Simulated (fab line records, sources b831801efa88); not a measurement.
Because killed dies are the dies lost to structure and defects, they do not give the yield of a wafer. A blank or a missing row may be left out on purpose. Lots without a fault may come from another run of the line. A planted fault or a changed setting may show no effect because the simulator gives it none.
The tool behind it: which one? / flow gf180mcu / 18 wafers from 6 lots sampled at 3 of the route's 602 steps

WHAT EACH GAUGE READ, for each wafer
GF_V5_THK_MEAS_25: measures by xrf.
lot=L308; measured=day 27 05:38; on=film_metro-02; V5_W_THK (nm)=353 362 355
lot=L313; measured=day 28 07:48; on=film_metro-03; V5_W_THK (nm)=344 353 342
lot=L315; measured=day 29 17:29; on=film_metro-02; V5_W_THK (nm)=348 356 359
lot=L322; measured=day 31 12:22; on=film_metro-03; V5_W_THK (nm)=347 342 343
lot=L326; measured=day 32 08:35; on=film_metro-02; V5_W_THK (nm)=364 357 360
lot=L329; measured=day 33 10:25; on=film_metro-02; V5_W_THK (nm)=348 352 346

TOOL THAT RAN EACH LOT (tool first, then ch and the chambers of the sampled wafers, then the start)
lot=L308; GF_M5_ETCH_09=rie_diel-04 ch 0,1,3, day 26 06:41; GF_V5_ETCH_17=rie_diel-03 ch 1,2, day 27 04:00
lot=L313; GF_M5_ETCH_09=rie_diel-04 ch 0,2, day 27 09:40; GF_V5_ETCH_17=rie_diel-02 ch 1,3, day 28 06:00
lot=L315; GF_M5_ETCH_09=rie_diel-01 ch 0,1, day 28 20:06; GF_V5_ETCH_17=rie_diel-03 ch 0,1,2, day 29 16:00
lot=L322; GF_M5_ETCH_09=rie_diel-02 ch 0,1,3, day 30 16:36; GF_V5_ETCH_17=rie_diel-01 ch 1,2, day 31 11:00
lot=L326; GF_M5_ETCH_09=rie_diel-04 ch 2,3, day 31 12:36; GF_V5_ETCH_17=rie_diel-01 ch 0,1,3, day 32 07:00
lot=L329; GF_M5_ETCH_09=rie_diel-02 ch 1,3, day 32 15:30; GF_V5_ETCH_17=rie_diel-02 ch 0,1, day 33 09:00
- GF_M5_ETCH_09: etches Si3N4 in CF4/O2, target depth 52 nm, time 11.6 s.
- GF_V5_ETCH_17: etches SiO2 in C4F8/O2/Ar, stops on TiN, target depth 855 nm.

THE ANSWER, worked out from the rows above alone
Rule: usual is defined by the lots themselves. The widest of any qualifying gaps counts: lots, ordered by their means at a reading, are off when they make up no more than a third of the lots, leave a main group of 4 or more, and stand apart from it by 3 or more times the standard deviation of that group's means. The tables above print the reading to a certain number of digits; a main group whose means all agree to those digits is not used. Also off: a lot with no number at a reading for which 4 or more lots have one. The other lots that the step has rows for count as sound.
No lot is off at any reading shown: from this, nothing can be told.

WHAT THE SIMULATOR PUT IN
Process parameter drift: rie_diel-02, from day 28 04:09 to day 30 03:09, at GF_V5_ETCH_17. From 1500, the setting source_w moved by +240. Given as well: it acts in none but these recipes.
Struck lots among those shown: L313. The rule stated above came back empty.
